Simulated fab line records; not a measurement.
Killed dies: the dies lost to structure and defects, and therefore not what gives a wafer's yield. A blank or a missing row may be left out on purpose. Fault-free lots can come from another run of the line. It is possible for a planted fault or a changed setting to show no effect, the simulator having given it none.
The tool behind it: which one?	flow gf180mcu	7 lots (21 wafers sampled), 1 step of a 602-step route

## WHAT THE GAUGES READ, wafer by wafer
GF_VT_IMPLANT_TW_MEAS_32.
lot	measured	on	VT_IMPLANT_3_TW
L682	day 7 10:07	film-metro-02	273.1 273.5 273.4
L684	day 8 02:08	film-metro-04	273.5 271.8 270.2
L691	day 9 22:14	film-metro-04	271.6 271.7 271.7
L696	day 11 08:38	film-metro-01	270.8 270.2 270.4
L699	day 12 02:06	film-metro-02	273.6 274.4 275.3
L701	day 12 18:14	film-metro-01	269.6 270.6 270.5
L703	day 13 08:35	film-metro-04	270.3 269.1 269.6

## WHICH TOOL RAN EACH LOT (tool, then ch and the chambers of the sampled wafers, then the start)
Before these readings, the record contains no process step.

## THE ANSWER, worked out from the rows above alone
Rule: the usual values come from the lots themselves. The widest of any qualifying gaps counts: lots, ordered by their means at a reading, are off when they make up no more than a third of the lots, leave a main group of 4 or more, and stand apart from it by 3 or more times the standard deviation of that group's means. Not used: any main group whose means are identical at the precision the tables above print for the reading. A lot without any number at a reading at which 4 lots or more have one is off too. Where the step has rows for the other lots, those lots are counted as sound.
No lot is off on any of the readings shown, so nothing can be concluded from this.

## WHAT THE SIMULATOR HAD INSERTED
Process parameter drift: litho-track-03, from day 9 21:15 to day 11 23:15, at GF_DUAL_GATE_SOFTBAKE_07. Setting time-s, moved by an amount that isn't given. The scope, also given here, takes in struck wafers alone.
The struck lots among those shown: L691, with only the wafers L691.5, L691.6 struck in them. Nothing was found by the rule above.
